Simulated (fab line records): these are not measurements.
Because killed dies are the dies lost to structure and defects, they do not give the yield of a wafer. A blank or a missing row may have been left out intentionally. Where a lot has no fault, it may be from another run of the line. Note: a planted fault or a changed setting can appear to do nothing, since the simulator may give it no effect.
Commonality check across tools ; flow gf180mcu ; 13 lots and 39 wafers in the sample

WHY IT WAS OPENED
At GF_LVPWELL_TW_MEAS_11 the reading LVPWELL_TW is flagged on 1 of 13 lots. Wafers without a fault read 559, standard deviation 3.1.
Rule: flag the lot when none of its wafers has a number, or when each of its wafers that has one lies beyond 4 standard deviations from that mean. The rest of the lots are taken to be sound.

lot;measured;on;LVPWELL_TW, wafer by wafer;flag
L318;day 3 23:17;film-metro-03;549 555 551;
L319;day 4 03:39;film-metro-01;563 561 562;
L320;day 4 08:09;film-metro-02;557 557 561;
L321;day 4 14:12;film-metro-01;562 559 559;
L322;day 4 19:29;film-metro-01;558 556 563;
L324;day 5 08:37;film-metro-03;558 561 556;
L325;day 5 13:51;film-metro-03;560 556 562;
L327;day 5 23:36;film-metro-03;557 559 556;
L332;day 7 09:11;film-metro-01;30 30 30;FLAGGED
L333;day 7 11:58;film-metro-02;560 558 558;
L337;day 8 12:37;film-metro-01;567 565 563;
L340;day 9 05:31;film-metro-02;559 555 556;
L341;day 9 11:38;film-metro-01;562 560 559;
Flagged lots average 30: -529 relative to the usual, that is -99 or more standard deviations.

WHICH TOOL EACH LOT WENT THROUGH
Before the reading, the record contains 2 process steps out of a 602-step route. In each cell: the tool, then ch and the chambers that the sampled wafers went through, then the start.
lot;flag;GF_NWELL_STRIP_10;GF_LVPWELL_STRIP_10
L318;;plasma-asher-04 ch 0, day 3 10:11;plasma-asher-01 ch 0, day 3 23:11
L319;;plasma-asher-03 ch 0,1, day 3 14:17;plasma-asher-04 ch 0,1, day 4 03:32
L320;;plasma-asher-04 ch 0,1, day 3 18:08;plasma-asher-01 ch 0,1, day 4 08:02
L321;;plasma-asher-03 ch 0, day 4 00:11;plasma-asher-01 ch 0, day 4 14:06
L322;;plasma-asher-04 ch 0,1, day 4 04:47;plasma-asher-04 ch 0,1, day 4 19:22
L324;;plasma-asher-04 ch 0,1, day 4 18:02;plasma-asher-01 ch 0,1, day 5 08:32
L325;;plasma-asher-03 ch 0,1, day 4 23:39;plasma-asher-01 ch 0,1, day 5 13:45
L327;;plasma-asher-04 ch 0,1, day 5 09:23;plasma-asher-01 ch 0,1, day 5 23:29
L332;FLAGGED;plasma-asher-02 ch 0,1, day 6 17:05;plasma-asher-01 ch 0,1, day 7 09:04
L333;;plasma-asher-04 ch 0,1, day 6 19:51;plasma-asher-04 ch 0,1, day 7 11:51
L337;;plasma-asher-04 ch 0,1, day 7 19:42;plasma-asher-01 ch 0,1, day 8 12:31
L340;;plasma-asher-04 ch 0,1, day 8 12:59;plasma-asher-02 ch 0,1, day 9 05:26
L341;;plasma-asher-04 ch 0,1, day 8 18:41;plasma-asher-01 ch 0,1, day 9 11:32
What is done by these steps:
- GF_NWELL_STRIP_10: strips in O2/N2.
- GF_LVPWELL_STRIP_10: strips in O2/N2.
- GF_LVPWELL_TW_MEAS_11

FLAGGED AGAINST TOTAL, ONE TOOL AT A TIME (gauges that did the reading follow at the end)
step;tool;lots run;flagged;share of the flagged lots;sound lots run after its first flagged lot
GF_NWELL_STRIP_10;plasma-asher-02;1;1;all;0
GF_NWELL_STRIP_10;plasma-asher-03;3;0;none;-
GF_NWELL_STRIP_10;plasma-asher-04;9;0;none;-
GF_LVPWELL_STRIP_10;plasma-asher-01;9;1;all;2 (L337,L341)
GF_LVPWELL_STRIP_10;plasma-asher-02;1;0;none;-
GF_LVPWELL_STRIP_10;plasma-asher-04;3;0;none;-
GF_LVPWELL_TW_MEAS_11;film-metro-01;6;1;all;2 (L337,L341)
GF_LVPWELL_TW_MEAS_11;film-metro-02;3;0;none;-
GF_LVPWELL_TW_MEAS_11;film-metro-03;4;0;none;-

THE TABLE: WHAT IT ALLOWS
Rows of the table that ran every flagged lot, 3 in all: plasma-asher-02 at GF_NWELL_STRIP_10, plasma-asher-01 at GF_LVPWELL_STRIP_10, film-metro-01 at GF_LVPWELL_TW_MEAS_11.
- plasma-asher-02 at GF_NWELL_STRIP_10: 1 of its 1 lot flagged. No sound lot ran on it before its first flagged lot in this sample; the start therefore can't be narrowed down. Its own readings lie more than 4 standard deviations out on every wafer of the flagged lots: oes-product-au.
- plasma-asher-01 at GF_LVPWELL_STRIP_10: 1 of its 9 lots flagged. Sound lots followed the first flagged one (L337, L341) on it, something a lasting fault affecting the whole tool could not allow. Its own readings lie more than 4 standard deviations out on every wafer of the flagged lots: strip-time-to-endpoint-s.
- film-metro-01 at GF_LVPWELL_TW_MEAS_11: 1 of its 6 lots flagged. Sound lots followed the first flagged one (L337, L341) on it, something a lasting fault affecting the whole tool could not allow.
One tool is left: plasma-asher-02 at GF_NWELL_STRIP_10.

WHAT THE SIMULATOR HAD INSERTED
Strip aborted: plasma-asher-02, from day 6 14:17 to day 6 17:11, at GF_NWELL_STRIP_10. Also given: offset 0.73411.
Lots struck among those shown: L332. This agrees with what the rule above found.
